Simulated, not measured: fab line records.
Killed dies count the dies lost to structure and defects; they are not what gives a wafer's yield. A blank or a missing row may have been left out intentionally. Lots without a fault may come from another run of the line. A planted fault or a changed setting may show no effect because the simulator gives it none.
A struck lot beside a sound one / flow gf180mcu / 17 steps out of a route of 602
Sound: these wafers, L547.3, L547.4, L547.5. Wafers struck: L559.2, L559.3, L559.4. The cause comes at the end.
Order at every step that has rows: each side's tool, ch and its chambers, its first start. Under that, the readings that differ: sound wafers / struck wafers / difference of the means / sigmas: that difference in standard deviations of wafers without a fault.
alike: a reading whose means differ by less than 2 such deviations, as well as words and numbers matching on both sides. not compared: withheld readings; readings where some wafer has no value; bounds like >300 that might hide an equal value; numbers whose values overlap and for which the record gives no deviation.
A row with sigmas, a row that says differs or no value, or rows on one side alone: a step with any of these is where the two part. When numbers do not overlap yet have no deviation, they are printed without sigmas and do not part them. A reading missing from all wafers of one side parts the sides only when that side holds two or more wafers.

first, 1 step without rows for these wafers: GF_STI_OXIDATION_01 (stabilise 600 s, purge 300 s, target thk 10 nm).
GF_STI_THK_MEAS_02:
  sound: film_metro-01 at day 1 16:37; struck: film_metro-01 at day 4 06:31
  alike: STI_OXIDATION_THK
then, 1 step without rows for these wafers: GF_STI_CVD_03 (deposits Si3N4 from DCS/NH3, target thk 207.16 nm, time 3551 s).
GF_STI_THK_MEAS_04:
  sound: film_metro-04 at day 1 18:40; struck: film_metro-01 at day 4 08:49
  alike: STI_CVD_03_THK
then, 7 steps without rows for these wafers: GF_STI_DEHYDRATE_05 (time 60 s); GF_STI_HMDS_06 (prime time 60 s); GF_STI_COAT_07 (resist thk 707.2 nm); GF_STI_SOFTBAKE_08 (time 60 s); GF_STI_EXPOSE_09 (exposes mask COMP, target cd 220 nm); GF_STI_PEB_10 (peb time 90 s); GF_STI_DEVELOP_11 (develop time 60 s).
GF_STI_CD_MEAS_12: target cd 220 nm.
  sound: cd_sem-02 at day 2 06:39; struck: cd_sem-02 at day 4 22:23
reading=cd_nm (nm); sound=218.4 218.0 217.7; struck=222.1 222.2 220.8; difference=+3.7; sigmas=+3
GF_STI_ETCH_13: etches the open film in CHF3/O2, stops on Si, target depth 282.31 nm, time 112.9 s.
  sound on rie_diel-02 ch 1,3, day 2 06:44; struck on rie_diel-03 ch 0,1,3, day 4 22:29
reading=model.KrF_of_STI_COAT_07.thk_nm (nm); sound=448.5 447.9 448.7; struck=435.5 434.6 439.1; difference=-12.0; sigmas=
  alike: drypump_motor_current_A, oes_product_au, throttle_valve_pct
  not compared: rf_hours_counter_h
GF_STI_ETCH_14: etches Si in HBr/Cl2/O2, target depth 360 nm, time 102.9 s.
  sound on rie_si-01 ch 0,2, day 2 06:49; struck on rie_si-02 ch 0,2,3, day 4 22:34
reading=model.KrF_of_STI_COAT_07.thk_nm (nm); sound=326.9 326.8 326.6; struck=314.1 314 319.9; difference=-10.8; sigmas=
  alike: drypump_motor_current_A, mfc_cl2_sccm, oes_product_au, throttle_valve_pct
  not compared: rf_hours_counter_h
GF_STI_STRIP_15: strips in O2/N2.
  sound on plasma_asher-02 ch 0,1, day 2 06:55; struck on plasma_asher-01 ch 0,1, day 4 22:38
reading=strip_time_to_endpoint_s (s); sound=3.80 3.80 3.79; struck=3.67 3.67 3.73; difference=-0.11; sigmas=-3
  alike: drypump_motor_current_A, heater_power_w, oes_product_au
  not compared: rf_hours_counter_h
then, 1 step without rows for these wafers: GF_STI_CLEAN_16 (cleans in dHF, time 25 s).
-- the record jumps here: 28 days lie between the struck wafers' starts before and after (it left off in module STI and takes up again in module PASSIVATION, whose first step shown is number 602 of the route) --
GF_PASSIVATION_PROBE_99:
  record: rows for the struck wafers here (prober-01, day 32 18:05), none for the sound ones

## WHERE THEY PART
Last at GF_PASSIVATION_PROBE_99 as far as this record goes, first at GF_STI_CD_MEAS_12.

WHY: the cause the simulator had injected
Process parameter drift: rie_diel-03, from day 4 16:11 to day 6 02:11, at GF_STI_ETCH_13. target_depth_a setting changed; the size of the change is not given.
